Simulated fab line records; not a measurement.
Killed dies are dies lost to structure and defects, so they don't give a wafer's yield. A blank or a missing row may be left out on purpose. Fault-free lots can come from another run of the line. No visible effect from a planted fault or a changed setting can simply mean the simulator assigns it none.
Which tool is to blame? -- flow sfq-line -- 14 lots, 42 wafers sampled, at 6 steps of a route of 325

== WHAT THE GAUGES SHOWED, per wafer ==
SFQ_R5_RS_MEAS_933: measures by four-point-probe. Usual: R5_MONX_RS gives 7.01 ohm/sq (standard deviation 0.067).
lot,measured,on,R5_MONX_RS (ohm/sq),flag
L185,day 55 05:12,film-metro-03,7.00 6.97 6.98,
L186,day 57 01:04,film-metro-02,7.05 6.98 6.89,
L187,day 57 03:24,film-metro-02,6.91 6.84 6.98,
L188,day 57 04:37,film-metro-03,6.94 6.90 6.91,
L189,day 57 07:01,film-metro-03,7.03 7.07 7.02,
L190,day 57 11:57,film-metro-03,7.07 7.06 7.02,
L191,day 57 17:56,film-metro-02,7.05 6.93 7.03,
L192,day 57 20:56,film-metro-02,6.99 7.00 6.97,
L197,day 58 11:56,film-metro-02,6.55 6.62 6.54,OFF
L198,day 58 13:38,film-metro-03,6.99 7.12 7.03,
L199,day 58 22:10,film-metro-02,6.87 6.91 6.99,
L201,day 59 12:41,film-metro-02,6.55 6.58 6.61,OFF
L205,day 60 10:40,film-metro-03,6.98 6.95 7.07,
L207,day 60 21:37,film-metro-03,7.07 7.04 7.15,

SFQ_R5_THK_MEAS_934: measures by xrf. Usual: R5_MONX_THK gives 40.4 nm (standard deviation 0.39).
lot,measured,on,R5_MONX_THK (nm),flag
L185,day 55 05:19,film-metro-03,40.2 40.4 40.3,
L186,day 57 01:10,film-metro-02,40.3 40.4 41.2,
L187,day 57 03:31,film-metro-02,41.1 41.6 40.7,
L188,day 57 04:44,film-metro-03,40.7 41.2 40.7,
L189,day 57 07:08,film-metro-03,40.5 40.2 40.2,
L190,day 57 12:04,film-metro-03,40.0 40.2 40.2,
L191,day 57 18:03,film-metro-02,40.3 41.0 40.4,
L192,day 57 21:03,film-metro-02,40.7 40.6 40.7,
L197,day 58 12:03,film-metro-02,43.5 43.1 43.6,OFF
L198,day 58 13:45,film-metro-03,40.6 40.0 40.3,
L199,day 58 22:16,film-metro-02,41.1 41.0 40.7,
L201,day 59 12:47,film-metro-02,43.4 43.4 43.1,OFF
L205,day 60 10:47,film-metro-03,40.5 40.4 40.1,
L207,day 60 21:43,film-metro-03,40.2 40.2 39.8,

== WHAT TOOL EACH LOT RAN ON (gives the tool, then ch and the chambers of the sampled wafers, and finally the start) ==
lot,SFQ_TRILAYER_I2_DEP_PECVD_063,SFQ_TRILAYER_M5_ETCH_METAL_ETCH_126,SFQ_TRILAYER_A5B_DEP_PECVD_129,SFQ_TRILAYER_R5_DEP_SPUTTER_133
L185,"pecvd-01 ch 0,2, day 23 20:40","rie-metal-03 ch 0,1, day 54 23:50","pecvd-03 ch 1,2, day 55 00:48","pvd-sputter-05, day 55 05:07"
L186,"pecvd-02 ch 0,1,2, day 23 22:17","rie-metal-03 ch 0,1, day 56 19:43","pecvd-01 ch 0,1,2, day 56 20:38","pvd-sputter-03, day 57 00:56"
L187,"pecvd-04 ch 0,1,2, day 24 05:57","rie-metal-01 ch 0,1, day 56 22:03","pecvd-02 ch 0,1,2, day 56 23:01","pvd-sputter-03, day 57 03:20"
L188,"pecvd-01 ch 0,1, day 24 14:12","rie-metal-03 ch 0,1, day 56 23:15","pecvd-03 ch 0,2, day 57 00:14","pvd-sputter-05, day 57 04:32"
L189,"pecvd-02 ch 0,2, day 30 18:40","rie-metal-01 ch 0,1, day 57 01:39","pecvd-01 ch 0,1, day 57 02:37","pvd-sputter-04, day 57 06:56"
L190,"pecvd-04 ch 0,1,2, day 30 19:52","rie-metal-03 ch 0, day 57 06:34","pecvd-02 ch 0,1,2, day 57 07:32","pvd-sputter-03, day 57 11:51"
L191,"pecvd-02 ch 0,1, day 31 04:23","rie-metal-03 ch 0,1, day 57 10:10","pecvd-01 ch 0,2, day 57 11:08","pvd-sputter-03, day 57 17:51"
L192,"pecvd-02 ch 0,1, day 31 06:47","rie-metal-01 ch 0,1, day 57 12:40","pecvd-03 ch 0,1,2, day 57 13:40","pvd-sputter-05, day 57 20:51"
L197,"pecvd-04 ch 0,2, day 32 06:47","rie-metal-03 ch 0,1, day 58 01:52","pecvd-03 ch 0,1,2, day 58 02:50","pvd-sputter-03, day 58 11:51"
L198,"pecvd-02 ch 1,2, day 32 16:32","rie-metal-03 ch 0,1, day 58 05:21","pecvd-02 ch 0,2, day 58 06:19","pvd-sputter-04, day 58 13:33"
L199,"pecvd-01 ch 0,1,2, day 32 22:31","rie-metal-04 ch 0,1, day 58 16:47","pecvd-03 ch 0,2, day 58 17:46","pvd-sputter-05, day 58 22:04"
L201,"pecvd-01 ch 0,1,2, day 33 20:10","rie-metal-03 ch 0,1, day 59 06:37","pecvd-03 ch 0,1,2, day 59 07:46","pvd-sputter-03, day 59 12:33"
L205,"pecvd-02 ch 0,2, day 35 16:05","rie-metal-01 ch 0, day 60 04:14","pecvd-02 ch 1,2, day 60 05:12","pvd-sputter-05, day 60 10:35"
L207,"pecvd-01 ch 0,1, day 36 05:02","rie-metal-01 ch 0,1, day 60 16:14","pecvd-02 ch 0,1,2, day 60 17:12","pvd-sputter-05, day 60 21:31"
- SFQ_TRILAYER_I2_DEP_PECVD_063: deposits SiO2 from SiH4/N2O, time 111.11 s, target thk 500 nm.
- SFQ_TRILAYER_M5_ETCH_METAL_ETCH_126: etches Nb in Cl2/BCl3, stops on SiO2, time 203.2 s, target depth 265 nm.
- SFQ_TRILAYER_A5B_DEP_PECVD_129: deposits SiO2 from SiH4/N2O, time 133.33 s, target thk 600 nm.
- SFQ_TRILAYER_R5_DEP_SPUTTER_133: material MoNx, target thk 40 nm, time 66.7 s.

== AS READ BY THE TOOLS THEMSELVES (means over the sampled wafers that have a number; for cases with no such wafer, the mark the record gives instead) ==
SFQ_TRILAYER_I2_DEP_PECVD_063. Usual: heater-power-w 89 W, standard deviation 12; throttle-valve-pct 24.8 %, standard deviation 1.6.
lot,tool,heater-power-w (W),throttle-valve-pct (%),flag
L185,pecvd-01,88,26.9,
L186,pecvd-02,90,24.4,
L187,pecvd-04,81,24.8,
L188,pecvd-01,78,26.9,
L189,pecvd-02,94,22.0,
L190,pecvd-04,80,25.1,
L191,pecvd-02,109,22.4,
L192,pecvd-02,107,22.6,
L197,pecvd-04,81,25.5,
L198,pecvd-02,91,23.9,
L199,pecvd-01,95,26.0,
L201,pecvd-01,90,25.9,
L205,pecvd-02,99,22.8,
L207,pecvd-01,76,27.0,

SFQ_TRILAYER_M5_ETCH_METAL_ETCH_126. Usual: drypump-motor-current-A 5.6 A, standard deviation 0.62; oes-product-au 0.726 a.u., standard deviation 0.006.
lot,tool,drypump-motor-current-A (A),oes-product-au (a.u.),flag
L185,rie-metal-03,5.2,0.727,
L186,rie-metal-03,5.2,0.727,
L187,rie-metal-01,5.6,0.720,
L188,rie-metal-03,5.2,0.730,
L189,rie-metal-01,5.6,0.726,
L190,rie-metal-03,5.1,0.725,
L191,rie-metal-03,5.2,0.719,
L192,rie-metal-01,5.6,0.725,
L197,rie-metal-03,5.1,0.724,
L198,rie-metal-03,5.2,0.724,
L199,rie-metal-04,5.7,0.733,
L201,rie-metal-03,5.2,0.733,
L205,rie-metal-01,5.1,0.725,
L207,rie-metal-01,6.2,0.725,

SFQ_TRILAYER_A5B_DEP_PECVD_129. Usual: heater-power-w 94 W, standard deviation 13; throttle-valve-pct 24.5 %, standard deviation 1.2.
lot,tool,heater-power-w (W),throttle-valve-pct (%),flag
L185,pecvd-03,88,25.5,
L186,pecvd-01,92,24.1,
L187,pecvd-02,97,24.4,
L188,pecvd-03,97,24.0,
L189,pecvd-01,95,24.3,
L190,pecvd-02,91,24.4,
L191,pecvd-01,92,23.9,
L192,pecvd-03,97,24.6,
L197,pecvd-03,89,24.8,
L198,pecvd-02,96,23.6,
L199,pecvd-03,99,24.2,
L201,pecvd-03,97,24.8,
L205,pecvd-02,92,25.1,
L207,pecvd-02,96,24.9,

SFQ_TRILAYER_R5_DEP_SPUTTER_133. Usual: cathode-dc-power-W 999.98 W, standard deviation 0.17; throttle-valve-pct 30.1 %, standard deviation 1.1.
lot,tool,cathode-dc-power-W (W),throttle-valve-pct (%),flag
L185,pvd-sputter-05,1000.07,30.1,
L186,pvd-sputter-03,1000.03,29.6,
L187,pvd-sputter-03,1000.17,29.8,
L188,pvd-sputter-05,1000.06,30.5,
L189,pvd-sputter-04,999.99,30.0,
L190,pvd-sputter-03,999.79,29.0,
L191,pvd-sputter-03,1000.00,29.6,
L192,pvd-sputter-05,999.80,30.4,
L197,pvd-sputter-03,1072.40,30.3,OFF
L198,pvd-sputter-04,999.81,30.1,
L199,pvd-sputter-05,999.92,30.0,
L201,pvd-sputter-03,1072.33,30.2,OFF
L205,pvd-sputter-05,999.98,30.1,
L207,pvd-sputter-05,999.94,30.3,

== THE ANSWER, worked out from the rows above alone ==
Rule: a lot counts as off when the mean over its wafers that have a number is more than 3 standard deviations away from the usual mean. Also off: a lot with no number at a reading for which 4 or more lots have one. All remaining lots with rows at the step are treated as sound. After the gauges, taken in route order, come the tools' own readings; for these a lot's mean is taken, as printed above. The first step at which some lot is off is used, and at that step the reading that is off furthest; a lot without a number counts as furthest.
Off: L197, L201, seen at SFQ_R5_RS_MEAS_933 (R5_MONX_RS).
A tool fits if, at a process step before that reading, it ran every lot that is off, and no sound lot after the first of them. Not tried: the gauges at SFQ_R5_RS_MEAS_933; whatever is off there is also off at SFQ_TRILAYER_R5_DEP_SPUTTER_133, on other tools, and gauge error can't account for it. One fits: pvd-sputter-03 at SFQ_TRILAYER_R5_DEP_SPUTTER_133. Its last sound lot is L191 (day 57 17:51), its first lot that is off L197 (day 58 11:51): a fault that began between those two fits.
On the lots that are off, the tool's own readings at SFQ_TRILAYER_R5_DEP_SPUTTER_133 differ by more than 5 times the standard deviation of the sound lots' means, which bears it out; cathode-dc-power-W reads 1072.37 W there versus 999.96 W on the sound lots.

== WHAT THE SIMULATOR PUT IN ==
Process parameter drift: pvd-sputter-03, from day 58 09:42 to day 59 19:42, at SFQ_TRILAYER_R5_DEP_SPUTTER_133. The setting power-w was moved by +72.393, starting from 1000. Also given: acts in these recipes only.
Struck lots among those shown: L197, L201. The rule above found the same.
